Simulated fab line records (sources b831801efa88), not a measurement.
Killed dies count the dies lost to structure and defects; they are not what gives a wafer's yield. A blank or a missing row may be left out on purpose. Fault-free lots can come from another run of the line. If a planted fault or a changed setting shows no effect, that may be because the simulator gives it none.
Chamber matching :: flow gf180mcu :: GF_STI_CMP_25 on cmp-01: 4 sister chambers
The step polishes, stops on Si3N4, t overpolish 33 s, target thk 524.6 nm. 8 wafers are shown with their chamber, then 8 later ones without.

== WAFERS WITH THEIR CHAMBER ==
wafer: L826.6
chamber: 1
motor current A (A): 11.9
time to endpoint s (s): 128

wafer: L828.6
chamber: 0
motor current A (A): 11.9
time to endpoint s (s): 130

wafer: L829.5
chamber: 0
motor current A (A): 12.0
time to endpoint s (s): 128

wafer: L829.6
chamber: 1
motor current A (A): 12.1
time to endpoint s (s): 124

wafer: L831.1
chamber: 2
motor current A (A): 12.0
time to endpoint s (s): 130

wafer: L831.4
chamber: 3
motor current A (A): 10.8
time to endpoint s (s): 132

wafer: L831.6
chamber: 3
motor current A (A): 10.6
time to endpoint s (s): 132

wafer: L832.1
chamber: 2
motor current A (A): 12.0
time to endpoint s (s): 120

== WAFERS WHOSE CHAMBER IS MISSING ==
wafer: L832.3
motor current A (A): 10.6
time to endpoint s (s): 120

wafer: L832.6
motor current A (A): 11.7
time to endpoint s (s): 127

wafer: L838.1
motor current A (A): 10.5
time to endpoint s (s): 121

wafer: L838.3
motor current A (A): 11.9
time to endpoint s (s): 122

wafer: L838.6
motor current A (A): 12.7
time to endpoint s (s): 120

wafer: L844.1
motor current A (A): 12.5
time to endpoint s (s): 114

wafer: L844.3
motor current A (A): 10.4
time to endpoint s (s): 120

wafer: L844.6
motor current A (A): 11.8
time to endpoint s (s): 116

== WHICH CHAMBER EACH ONE RAN IN ==
wafer: L832.3
from the rows above: 3
in truth: 3

wafer: L832.6
from the rows above: can't be placed: 0 or 1 or 2
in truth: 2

wafer: L838.1
from the rows above: 3
in truth: 3

wafer: L838.3
from the rows above: can't be placed: 2 or 1 or 0
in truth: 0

wafer: L838.6
from the rows above: can't be placed: 2 or 1 or 0
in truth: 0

wafer: L844.1
from the rows above: can't be placed: 2 or 1 or 0
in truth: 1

wafer: L844.3
from the rows above: 3
in truth: 3

wafer: L844.6
from the rows above: can't be placed: 2 or 1 or 0
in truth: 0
Placed correctly: 3 of 8. Not placeable from these rows: 5 (in 5, the candidates include the true chamber). 0 placed wrongly.
How it was worked out, from the rows above alone: a wafer's distance from a chamber is the root of the sum, over the readings, of the square of ((its reading less the chamber's mean) divided by the reading's scatter). The wafer belongs to the nearest chamber; if the next one is less than 2 further off, it can't be placed. For every chamber, the mean is computed from those of its wafers that are shown. The scatter: take each reading less its chamber's mean, square it, sum over the shown wafers, divide by the number of wafers less the number of chambers, and take the root.
